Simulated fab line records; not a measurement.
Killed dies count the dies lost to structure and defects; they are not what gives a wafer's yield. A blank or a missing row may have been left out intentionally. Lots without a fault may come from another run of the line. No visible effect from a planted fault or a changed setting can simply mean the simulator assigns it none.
Matching of chambers / flow sky130 / SKY_METAL4_ETCH_17 on rie diel-02 has 4 sister chambers
The step etches SiO2 in C4F8/O2/Ar, stops on TiN, time 3.9 s, target depth 15 nm. 14 wafers are shown with their chamber, then 7 later ones without.

WAFERS PAIRED WITH THEIR CHAMBERS
wafer=L230.1; chamber=0; oes product au (a.u.)=0.766
wafer=L230.5; chamber=2; oes product au (a.u.)=0.768
wafer=L230.6; chamber=3; oes product au (a.u.)=0.770
wafer=L231.2; chamber=0; oes product au (a.u.)=0.744
wafer=L231.4; chamber=1; oes product au (a.u.)=0.758
wafer=L231.5; chamber=2; oes product au (a.u.)=0.752
wafer=L234.1; chamber=2; oes product au (a.u.)=0.749
wafer=L234.5; chamber=1; oes product au (a.u.)=0.753
wafer=L234.6; chamber=2; oes product au (a.u.)=0.746
wafer=L238.2; chamber=3; oes product au (a.u.)=0.750
wafer=L238.4; chamber=0; oes product au (a.u.)=0.760
wafer=L238.5; chamber=1; oes product au (a.u.)=0.758
wafer=L241.2; chamber=0; oes product au (a.u.)=0.741
wafer=L241.3; chamber=3; oes product au (a.u.)=0.744

SIGNATURES (means of the wafers above)
reading=oes product au; chamber 0=0.75275; chamber 1=0.75633; chamber 2=0.75375; chamber 3=0.75467; scatter within a chamber=0.0106
Rule: distance of a wafer from a chamber = root of the sum over the readings of ((wafer's reading minus chamber's mean) / reading's scatter) squared. The wafer belongs to the nearest chamber; if the next one is less than 2 further off, it can't be placed. The scatter is the square root of a quotient: the sum, over the shown wafers, of each reading's squared deviation from its chamber's mean, divided by wafers minus chambers.

WAFERS WITH NO CHAMBER GIVEN
wafer=L241.4; oes product au (a.u.)=0.759
wafer=L246.3; oes product au (a.u.)=0.741
wafer=L246.4; oes product au (a.u.)=0.744
wafer=L246.5; oes product au (a.u.)=0.751
wafer=L250.4; oes product au (a.u.)=0.756
wafer=L250.5; oes product au (a.u.)=0.746
wafer=L250.6; oes product au (a.u.)=0.751

WHICH CHAMBER EACH ONE RAN IN
wafer=L241.4; from the rows above=can't be placed: 1 or 3 or 2 or 0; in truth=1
wafer=L246.3; from the rows above=can't be placed: 0 or 2 or 3 or 1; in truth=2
wafer=L246.4; from the rows above=can't be placed: 0 or 2 or 3 or 1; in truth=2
wafer=L246.5; from the rows above=can't be placed: 0 or 2 or 3 or 1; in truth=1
wafer=L250.4; from the rows above=can't be placed: 1 or 3 or 2 or 0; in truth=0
wafer=L250.5; from the rows above=can't be placed: 0 or 2 or 3 or 1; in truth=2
wafer=L250.6; from the rows above=can't be placed: 0 or 2 or 3 or 1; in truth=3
Correct placement for 0 of the 7. Can't be placed from these rows: 7 (the true chamber is among the candidates in 7). Placed wrongly: 0.
